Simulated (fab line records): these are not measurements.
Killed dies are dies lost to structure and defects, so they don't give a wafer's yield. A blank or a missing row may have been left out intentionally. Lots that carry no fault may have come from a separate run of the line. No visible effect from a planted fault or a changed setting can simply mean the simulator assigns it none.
The tool behind it: which one? | flow gf180mcu | 13 lots with 39 wafers sampled at 4 steps, on a route of 602 steps

WHAT EACH GAUGE READ, for each wafer
GF_V2_RS_MEAS_24: a four-point-probe measurement.
lot  | measured     | on            | V2_W_RS (ohm/sq)
L597 | day 20 16:25 | film metro-04 | 0.316 0.320 0.319
L599 | day 21 00:07 | film metro-02 | 0.331 0.335 0.330
L598 | day 21 03:53 | film metro-01 | 0.325 0.323 0.326
L602 | day 22 08:44 | film metro-01 | 0.328 0.329 0.327
L603 | day 22 17:44 | film metro-04 | 0.328 0.322 0.328
L604 | day 22 19:20 | film metro-04 | 0.324 0.330 0.323
L605 | day 23 02:44 | film metro-01 | 0.334 0.336 0.335
L606 | day 23 17:07 | film metro-01 | 0.336 0.335 0.331
L611 | day 25 14:57 | film metro-01 | 0.321 0.323 0.331
L612 | day 26 00:01 | film metro-01 | 0.332 0.334 0.329
L614 | day 26 07:04 | film metro-01 | 0.325 0.323 0.329
L615 | day 26 16:59 | film metro-04 | 0.339 0.338 0.333
L619 | day 27 23:54 | film metro-02 | 0.333 0.330 0.328

GF_M3_CD_MEAS_14: the cd target is 280 nm.
lot  | measured     | on        | cd nm (nm)
L597 | day 21 17:50 | cd sem-02 | 280.1 280.0 279.7
L599 | day 22 00:55 | cd sem-01 | 279.6 280.5 279.6
L598 | day 22 04:31 | cd sem-02 | 280.0 280.6 280.2
L602 | day 23 08:07 | cd sem-02 | 278.2 278.2 279.2
L603 | day 23 17:07 | cd sem-02 | 279.6 280.4 280.7
L604 | day 23 18:09 | cd sem-02 | 279.4 279.8 279.2
L605 | day 24 01:58 | cd sem-02 | 279.2 279.9 279.6
L606 | day 24 15:31 | cd sem-02 | 279.0 279.7 278.5
L611 | day 26 12:34 | cd sem-02 | 278.5 279.4 278.9
L612 | day 26 20:46 | cd sem-02 | 281.0 279.5 279.6
L614 | day 27 04:13 | cd sem-02 | 281.3 279.5 280.1
L615 | day 27 13:52 | cd sem-01 | 280.7 281.7 281.0
L619 | day 28 19:49 | cd sem-01 | 279.8 279.8 280.0

GF_V3_THK_MEAS_03.
lot  | measured     | on            | V3_CVD_02_THK (nm)
L597 | day 21 18:58 | film metro-04 | 851 854 866
L599 | day 22 01:56 | film metro-01 | 864 855 860
L598 | day 22 05:31 | film metro-01 | 847 838 831
L602 | day 23 09:10 | film metro-03 | 847 850 857
L603 | day 23 18:07 | film metro-03 | 848 844 847
L604 | day 23 19:15 | film metro-03 | 840 852 855
L605 | day 24 02:58 | film metro-04 | 854 857 857
L606 | day 24 16:32 | film metro-03 | 839 852 877
L611 | day 26 13:37 | film metro-04 | 811 825 841
L612 | day 26 21:48 | film metro-03 | 873 846 858
L614 | day 27 05:15 | film metro-01 | 814 834 820
L615 | day 27 14:54 | film metro-03 | 841 833 848
L619 | day 28 20:58 | film metro-03 | 833 868 869

WHAT TOOL EACH LOT RAN ON (gives the tool, then ch and the chambers of the sampled wafers, and finally the start)
lot  | GF_V3_CVD_02
L597 | pecvd-01 ch 0, day 21 18:52
L599 | pecvd-02 ch 0,1, day 22 01:52
L598 | pecvd-01 ch 0,1,2, day 22 05:27
L602 | pecvd-01 ch 0,2, day 23 09:05
L603 | pecvd-04 ch 0,1,2, day 23 18:03
L604 | pecvd-01 ch 0,2, day 23 19:10
L605 | pecvd-04 ch 0,1,2, day 24 02:53
L606 | pecvd-02 ch 1,2, day 24 16:28
L611 | pecvd-01 ch 1,2, day 26 13:32
L612 | pecvd-02 ch 1,2, day 26 21:44
L614 | pecvd-01 ch 0,1,2, day 27 05:11
L615 | pecvd-02 ch 0,2, day 27 14:50
L619 | pecvd-02 ch 1,2, day 28 20:52
- GF_V3_CVD_02: deposits SiO2 from TEOS, target thk 850 nm, time 94.851 s.

AS READ BY THE TOOLS THEMSELVES (means over the sampled wafers that have a number; for cases with no such wafer, the mark the record gives instead)
GF_V3_CVD_02.
lot  | tool     | heater power w (W) | run length s (s)
L597 | pecvd-01 | 624                | 123.1
L599 | pecvd-02 | 622                | 122.7
L598 | pecvd-01 | 670                | 122.8
L602 | pecvd-01 | 645                | 123.0
L603 | pecvd-04 | 614                | 122.7
L604 | pecvd-01 | 645                | 123.1
L605 | pecvd-04 | 678                | 123.0
L606 | pecvd-02 | 745                | 122.5
L611 | pecvd-01 | 634                | 118.7
L612 | pecvd-02 | 685                | 122.3
L614 | pecvd-01 | 682                | 119.2
L615 | pecvd-02 | 648                | 122.5
L619 | pecvd-02 | 714                | 122.6

THE ANSWER, worked out from the rows above alone
Rule: what is usual is taken from the lots themselves. The widest of any qualifying gaps counts: lots, ordered by their means at a reading, are off when they make up no more than a third of the lots, leave a main group of 4 or more, and stand apart from it by 3 or more times the standard deviation of that group's means. If all means in a main group match to the digits the tables above print for the reading, that group is not used. A lot without any number at a reading at which 4 lots or more have one is off too. The other lots that the step has rows for count as sound. After the gauges, taken in route order, come the tools' own readings; for these a lot's mean is taken, as printed above. The first step at which some lot is off is used, and at that step the reading that is off furthest; a lot without a number counts as furthest.
Off, at GF_V3_CVD_02 on run length s: L611, L614. The main group has a mean of 122.8 s with a standard deviation of 0.26.
If a tool, at that step or one of the process steps before it, ran each lot that is off and ran no sound lot following the first of them, it fits. One candidate fits, namely pecvd-01 at GF_V3_CVD_02. A fault onset in the window from L604 (day 23 19:10, its last sound lot) to L611 (day 26 13:32, its first lot off) fits.
The tool's own readings at GF_V3_CVD_02 bear it out: on the lots that are off they differ by more than 5 times the standard deviation of the sound lots' means. run length s reads 119.0 s there against 122.8 s on the sound lots.

WHAT HAD BEEN PUT IN BY THE SIMULATOR
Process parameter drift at GF_V3_CVD_02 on pecvd-01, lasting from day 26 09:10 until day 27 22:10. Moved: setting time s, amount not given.
Struck lots among those shown: L611, L614. The rule given above showed the same thing.
